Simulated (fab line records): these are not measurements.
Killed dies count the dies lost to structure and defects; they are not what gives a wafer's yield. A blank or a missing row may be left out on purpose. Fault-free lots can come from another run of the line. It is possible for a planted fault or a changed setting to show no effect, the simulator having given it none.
Struck lot and sound lot, side by side	flow sky130	16 steps out of a route of 708
Sound: the wafers L397.4, L397.5, L397.6. Wafers L401.1, L401.2, L401.6 were the ones struck. At the end, the cause is stated.
Per side, at each step with rows, come the tool, then ch with its chambers, and then its first start. Under that, the readings that differ: sound wafers	struck wafers	difference of the means	sigmas: that difference in standard deviations of wafers without a fault.
alike: same words and numbers on both sides, and readings whose means sit less than 2 such deviations apart. not compared: any withheld reading, any reading some wafer has no value for, any bound like >300 that may hide the same value, and any number with overlapping values for which the record gives no deviation.
A row with sigmas, a row that says differs or no value, or rows on one side alone: a step with any of these is where the two part. When numbers do not overlap yet have no deviation, they are printed without sigmas and do not part them. Lack of a reading on every wafer of one side parts them only where that side has two or more wafers.

first, 4 steps without rows for these wafers: SKY_LDD_N_IMPLANT_12; SKY_LDD_N_IMPLANT_13; SKY_LDD_N_IMPLANT_14; SKY_LDD_N_IMPLANT_15.
SKY_LDD_N_STRIP_16: strips in O2/N2.
  sound on plasma asher-04 ch 0,1, day 20 00:59; struck on plasma asher-04 ch 0,1, day 22 01:46
  alike: chamber pressure mTorr, drypump motor current A, o2 flow sccm, oes product au, strip time to endpoint s
  not compared: rf hours counter h
SKY_LDD_N_TW_MEAS_17:
  struck on film metro-02, day 22 01:52; sound on film metro-02, day 20 01:05
  alike: LDD_N_TW
then, 6 steps without rows for these wafers: SKY_LDD_P_DEHYDRATE_00 (time 60 s); SKY_LDD_P_HMDS_01 (prime time 60 s); SKY_LDD_P_COAT_02 (resist thk 1140 nm); SKY_LDD_P_SOFTBAKE_03 (time 60 s); SKY_LDD_P_EXPOSE_04 (exposes mask PSDM, target cd 380 nm); SKY_LDD_P_PEB_05.
SKY_LDD_P_DEVELOP_06: develop time 60 s.
  sound on litho track-01 ch 0, day 21 07:03; struck on litho track-01 ch 0, day 23 08:20
SKY_LDD_P_CD_MEAS_07: the cd target is 380 nm.
  struck on cd sem-01, day 23 08:29; sound on cd sem-02, day 21 07:11
reading	sound	struck	difference	sigmas
cd nm (nm)	382.7 383.3 382.2	251.8 252.3 250.8	-131.1	-45
SKY_LDD_P_OVL_MEAS_08:
  struck on overlay-02, day 23 08:36; sound on overlay-02, day 21 07:16
  alike: LDD_P_OVL
-- a jump in the record: the struck wafers' starts before and after are 25 days apart (it breaks off in module LDD_P and resumes in module PAD_OPEN, where the first step shown is number 708 of the route) --
SKY_PAD_OPEN_PROBE_99:
  struck on prober-01, day 48 10:53; sound on prober-01, day 47 05:20
  alike: killed_at_M0_to_M3, killed_at_M4_up, killed at contacts, killed at front end, killed at other, killed dies, killed open, killed short

== WHERE THEY PART ==
Only at SKY_LDD_P_CD_MEAS_07, within this record. Later steps at which nothing parts them and some readings are alike: SKY_LDD_P_OVL_MEAS_08, SKY_PAD_OPEN_PROBE_99.

WHY: what the simulator had put in
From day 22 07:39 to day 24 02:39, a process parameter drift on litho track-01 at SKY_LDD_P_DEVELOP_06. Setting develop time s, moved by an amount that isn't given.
